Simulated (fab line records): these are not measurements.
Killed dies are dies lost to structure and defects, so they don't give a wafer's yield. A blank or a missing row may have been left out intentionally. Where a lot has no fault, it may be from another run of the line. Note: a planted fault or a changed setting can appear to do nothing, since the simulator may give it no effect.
Struck lot and sound lot, side by side    flow sky130    13 steps out of a route of 708
Sound: wafers L692.1, L692.2, L692.6. The struck wafers were L679.1, L679.2, L679.3. Last of all comes the cause.
At each step with rows: each side's tool, then ch and its chambers, then its first start. Under that, the readings that differ: sound wafers    struck wafers    difference of the means    sigmas: that difference in standard deviations of wafers without a fault.
alike: a reading whose means differ by less than 2 such deviations, as well as words and numbers matching on both sides. not compared: withheld readings; readings where some wafer has no value; bounds like >300 that might hide an equal value; numbers whose values overlap and for which the record gives no deviation.
The two part at a step that has a row with sigmas, a row that says differs or no value, or rows on one side only. Numbers that don't overlap but have no deviation are shown without sigmas and don't part them. A reading that every wafer of one side lacks parts them only if that side has two wafers or more.

SKY_VIA2_CD_MEAS_12: target cd 200 nm.
  struck on cd_sem-02, day 38 20:22; sound on cd_sem-02, day 42 14:54
  alike: cd_nm
SKY_VIA2_OVL_MEAS_13:
  struck on overlay-02, day 38 20:29; sound on overlay-02, day 42 15:01
  alike: VIA2_OVL
SKY_VIA2_ETCH_14: etches BARC in N2/H2, stops on SiO2, time 45.9 s, target depth 60 nm.
  sound on rie_diel-03 ch 0,1,3, day 42 15:04; struck on rie_diel-01 ch 0,2,3, day 38 20:31
  alike: bias_w, drypump_motor_current_A, oes_product_au, rf_fwd_power_W, throttle_valve_pct
  not compared: rf_hours_counter_h
SKY_VIA2_ETCH_15: etches SiO2 in C4F8/O2/Ar, stops on TiN, target depth 546 nm, time 84 s.
  sound on rie_diel-03 ch 0,1,3, day 42 15:06; struck on rie_diel-01 ch 0,2,3, day 38 20:34
  alike: bias_w, oes_product_au, rf_fwd_power_W
SKY_VIA2_STRIP_16: strips in O2/N2.
  sound on plasma_asher-01 ch 0,1, day 42 15:10; struck on plasma_asher-04 ch 0,1, day 38 20:37
  alike: drypump_motor_current_A, oes_product_au, strip_time_to_endpoint_s
  not compared: rf_hours_counter_h
then, 3 steps without rows for these wafers: SKY_VIA2_STRIP_17 (strips in post etch residue remover, time 1200 s); SKY_VIA2_CLEAN_18 (cleans in IPA, time 180 s); SKY_VIA2_CLEAN_19 (cleans in O3/DIW).
SKY_VIA2_SPUTTER_20: material TiN, target thk 20 nm, time 80 s.
  struck on pvd_sputter-02, day 38 21:19; sound on pvd_sputter-03, day 42 15:47
  alike: throttle_valve_pct
SKY_VIA2_CVD_21: deposits W, target thk 420 nm, time 126.4 s.
  sound on cvd_w-02 ch 0,1, day 42 15:51; struck on cvd_w-02 ch 0, day 38 21:22
  alike: heater_power_outer_w, heater_power_w
SKY_VIA2_RS_MEAS_22: measurement is done with a four-point probe.
  struck on film_metro-02, day 38 21:38; sound on film_metro-01, day 42 15:59
  alike: VIA2_W_RS
SKY_VIA2_THK_MEAS_23: measures by xrf.
  struck on film_metro-02, day 38 21:45; sound on film_metro-01, day 42 16:06
  alike: VIA2_W_THK
SKY_VIA2_CMP_24: polishes, stops on SiO2, t overpolish 20 s, target thk 0 nm.
  sound on cmp-01 ch 0,3, day 42 16:14; struck on cmp-01 ch 0,1,3, day 38 21:52
  no value came back on the struck wafers for any of 5 readings (edge_zone_pressure_frac, head_pressure_psi (psi) and others); on the sound wafers edge_zone_pressure_frac reads 0.998 1.003 0.997
reading                                   sound              struck             difference  sigmas
model.W_of_VIA2_CVD_21.thk_nm (nm)        0 0 0              430.6 430 430.8    +430.5      
model.SiO2_of_VIA2_HDPCVD_00.thk_nm (nm)  491.2 491.7 491.4  495.5 494.8 496.8  +4.3        

WHERE THEY PART
At SKY_VIA2_CMP_24 and nowhere else, as far as this record goes.

WHY: what the simulator had put in
Skipped step whole: cmp-01, from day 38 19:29 on, at SKY_VIA2_CMP_24. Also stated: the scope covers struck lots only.
